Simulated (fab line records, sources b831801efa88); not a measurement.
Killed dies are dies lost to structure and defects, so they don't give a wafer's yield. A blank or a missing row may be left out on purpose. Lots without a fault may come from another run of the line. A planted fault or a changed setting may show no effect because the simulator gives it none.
Problem report in the 8D (eight disciplines) form, filled by code | flow gf180mcu | the parts of the form that need people (team, actions taken, sign-off) are left out

1. THE PROBLEM
V3_CVD_02_THK at GF_V3_THK_MEAS_03 reads a mean of 990 nm on 2 wafers of 2 lots; wafers without a fault read 850 nm with a standard deviation of 17. That is +8.3 standard deviations from the usual mean.
First seen on wafer L566.3, day 23 12:19, on film_metro-03. The record holds 35 wafers of 12 lots with a number at this step. Rule for "out", or "out of limits": more than 4 standard deviations from the usual mean. The other wafers with a number count as sound.

2. WHAT IT IS AND WHAT IT IS NOT
question                    | is                           | is not
which readings at this step | V3_CVD_02_THK                | -
which lots                  | L566, L567                   | L560, L561, L572, L574, L575, L576, L578, L581, L582, L583
which wafers of those lots  | L566.3, L567.6               | L566.2, L566.5, L567.4, L567.5
read on which gauges        | film_metro-03, film_metro-04 | film_metro-02
when                        | from day 23 12:19            | up to then (7 sound wafers); but 26 sound wafers of L567, L572, L574, L575, L576, L578, L581, L582, L583 came after

3. SUSPECTS, AND WHAT RULES EACH OUT
Counting: a tool at a process step up to the reading stays a suspect if it ran every lot that is out. Sound lots after the first of them don't rule it out here, since some wafers of a struck lot are sound.
- the gauge at GF_V3_THK_MEAS_03: ruled out. The wafers that are out were read on 2 gauges (film_metro-03, film_metro-04).
- rie_diel-01 at GF_V2_ETCH_17 (etches SiO2 in C4F8/O2/Ar, stops on TiN, target depth 630 nm): kept. It ran every lot that is out, first L566 (day 22 11:14); its last sound lot up to then is L561 (day 20 09:20). GF_V2_ETCH_17 gives no start for some lots, so the hours and the order of its lots are those of GF_V2_CVD_23.
- cvd_w-01 at GF_V2_CVD_23 (deposits W, target thk 350 nm, time 104.94 s): kept. It ran every lot that is out, first L566 (day 22 11:14); its last sound lot up to then is L560 (day 20 03:39).
- pecvd-03 at GF_V3_CVD_02 (deposits SiO2 from TEOS, target thk 850 nm, time 94.851 s): kept. It ran every lot that is out, first L566 (day 23 12:14).
- Within pecvd-03 at GF_V3_CVD_02: the wafers that are out ran in chamber 2; their sound lot-mates ran in chambers 0, 1.
Left after counting: rie_diel-01 at GF_V2_ETCH_17, cvd_w-01 at GF_V2_CVD_23, pecvd-03 at GF_V3_CVD_02.

4. THE CAUSE (what the simulator had put in)
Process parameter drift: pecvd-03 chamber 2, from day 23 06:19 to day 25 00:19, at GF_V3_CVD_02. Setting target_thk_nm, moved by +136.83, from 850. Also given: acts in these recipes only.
Counting left 3 suspects, and this tool is among them.

5. THE CHAIN OF EFFECTS, in route order
Each row: a reading whose mean over the struck wafers that have a number lies more than 3 standard deviations from the usual. Only readings for which the record gives a usual standard deviation are gone through. hours: the time from each lot's start at the first step in this table that gives one to its start at this step, as a median over the lots. sigmas: the change in usual standard deviations.
hours | step              | reading            | usual  | on struck wafers | change | sigmas
0     | GF_V3_THK_MEAS_03 | V3_CVD_02_THK      | 850 nm | 990              | +140   | +8.3
0     | GF_V3_CMP_04      | time_to_endpoint_s | 87 s   | 132              | +44    | +5.4
The process steps in it:
- GF_V3_CMP_04: polishes SiO2.

6. WHAT WOULD HAVE CAUGHT IT SOONER
In this record the first reading out of limits at a measuring or inspecting step was taken at day 23 12:19, 6 hours after the fault began at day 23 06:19.
Of the tool readings at GF_V3_CVD_02 for which the record gives a usual standard deviation, none was out on any struck wafer, so an alarm limit of 4 standard deviations on them would not have fired.
Of the lots that are out (2), L567 began GF_V3_CVD_02 on pecvd-03 after day 23 12:19. A hold on the tool at that time would have spared it.
